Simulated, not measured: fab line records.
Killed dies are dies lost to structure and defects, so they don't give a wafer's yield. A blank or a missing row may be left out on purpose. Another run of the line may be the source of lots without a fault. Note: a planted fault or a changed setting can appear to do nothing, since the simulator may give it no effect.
Problem report, 8D (eight disciplines) form, completed by code	flow sky130	the parts of the form that need people (team, actions taken, sign-off) are left out

== 1. THE PROBLEM ==
At SKY_LDD_LDN_IMPLANT_11, beam energy keV averages 19.281 over 6 wafers from 2 lots, while fault-free wafers read 15.000, standard deviation 0.0046. That is +99 or more standard deviations from the usual mean.
First observed at day 28 18:03: wafer L557.3, on implanter-01. The record has a number at this step for 18 wafers belonging to 6 lots. The rule behind "out" and "out of limits": a value lying over 4 standard deviations away from the usual mean. Any other wafer with a number is counted as sound.

== 2. WHAT IT IS; WHAT IT IS NOT ==
question	is	is not
which readings at this step	beam energy keV	dose ions cm2
which lots	L557, L558	L542, L551, L561, L564
which wafers of those lots	all that have a number	-
read on which tools	implanter-01	implanter-02, implanter-03
when	from day 28 18:03	up to then (6 sound wafers); but 6 sound wafers of L561, L564 came after

== 3. SUSPECTS, AND WHAT RULES EACH OUT ==
Counting: a tool stays on the suspect list if, at a process step up to the reading, it processed all lots that are out and no sound lot following the first of them.
- implanter-01 at SKY_LDD_LDN_IMPLANT_11: kept. Every lot that is out went through it, starting with L557 (day 28 18:03), and after that it ran no sound lot; the last sound lot it ran before then is L551 (day 26 17:50). Out on those wafers are its own readings of beam energy keV.
After counting, what remains is implanter-01 at SKY_LDD_LDN_IMPLANT_11.

== 4. THE CAUSE (what the simulator had put in) ==
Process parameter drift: implanter-01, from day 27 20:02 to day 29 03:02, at SKY_LDD_LDN_IMPLANT_11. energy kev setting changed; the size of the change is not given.
Counting left only this tool.

== 5. THE CHAIN OF EFFECTS, in route order ==
Rows list readings where the struck wafers' mean (over those with a number) sits beyond 3 standard deviations from the usual. Only readings for which the record gives a usual standard deviation are gone through. hours: the time from each lot's start at the first step in this table that gives one to its start at this step, as a median over the lots. sigmas: the change in usual standard deviations.
hours	step	reading	usual	on struck wafers	change	sigmas
0	SKY_LDD_LDN_IMPLANT_11	beam energy keV	15.000	19.281	+4.281	+99 or more
It contains these process steps:
- SKY_LDD_LDN_IMPLANT_11

== 6. WHAT WOULD HAVE CAUGHT IT SOONER ==
The fault began at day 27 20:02; the first out-of-limits reading in this record came at day 28 18:03, 22 hours later.
